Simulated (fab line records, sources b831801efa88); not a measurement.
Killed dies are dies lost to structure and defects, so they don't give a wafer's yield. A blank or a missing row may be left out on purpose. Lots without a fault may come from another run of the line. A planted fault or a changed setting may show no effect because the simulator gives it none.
Chamber matching | flow gf180mcu | GF_STI_CVD_23 on hdpcvd-01: 3 sister chambers
The step deposits SiO2, target thk 650 nm, time 108.3 s. 3 wafers are shown with their chamber, then 9 later ones without.

WAFERS WITH THEIR CHAMBER
wafer  | chamber | run_length_s (s)
L824.2 | 1       | 136.3
L824.4 | 0       | 135.9
L824.5 | 2       | 136.7

WAFERS WITHOUT THEIR CHAMBER
wafer  | run_length_s (s)
L825.2 | 137.3
L825.3 | 136.3
L825.4 | 136.1
L826.1 | 136.6
L826.2 | 137.0
L826.6 | 137.2
L828.1 | 136.1
L828.2 | 137.2
L828.3 | 136.6

WHICH CHAMBER EACH WENT THROUGH
wafer  | from the rows above          | in truth
L825.2 | can't be placed: 2 or 1      | 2
L825.3 | can't be placed: 1 or 2 or 0 | 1
L825.4 | can't be placed: 0 or 1 or 2 | 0
L826.1 | can't be placed: 2 or 1 or 0 | 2
L826.2 | can't be placed: 2 or 1      | 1
L826.6 | can't be placed: 2 or 1      | 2
L828.1 | can't be placed: 0 or 1 or 2 | 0
L828.2 | can't be placed: 2 or 1      | 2
L828.3 | can't be placed: 2 or 1 or 0 | 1
Placed correctly: 0 of 9. Can't be placed from these rows: 9 (the true chamber is among the candidates in 9). Placed wrongly: 0.
How it was worked out, from the rows above alone: a wafer's distance from a chamber is the root of the sum, over the readings, of the square of ((its reading less the chamber's mean) divided by the reading's scatter). The wafer belongs to the nearest chamber; if the next one is less than 2 further off, it can't be placed. A chamber's mean is the mean of its shown wafers. The scatter: with one shown wafer a chamber, the root of the mean of the squares of how far each hidden wafer lies from its nearest shown one.
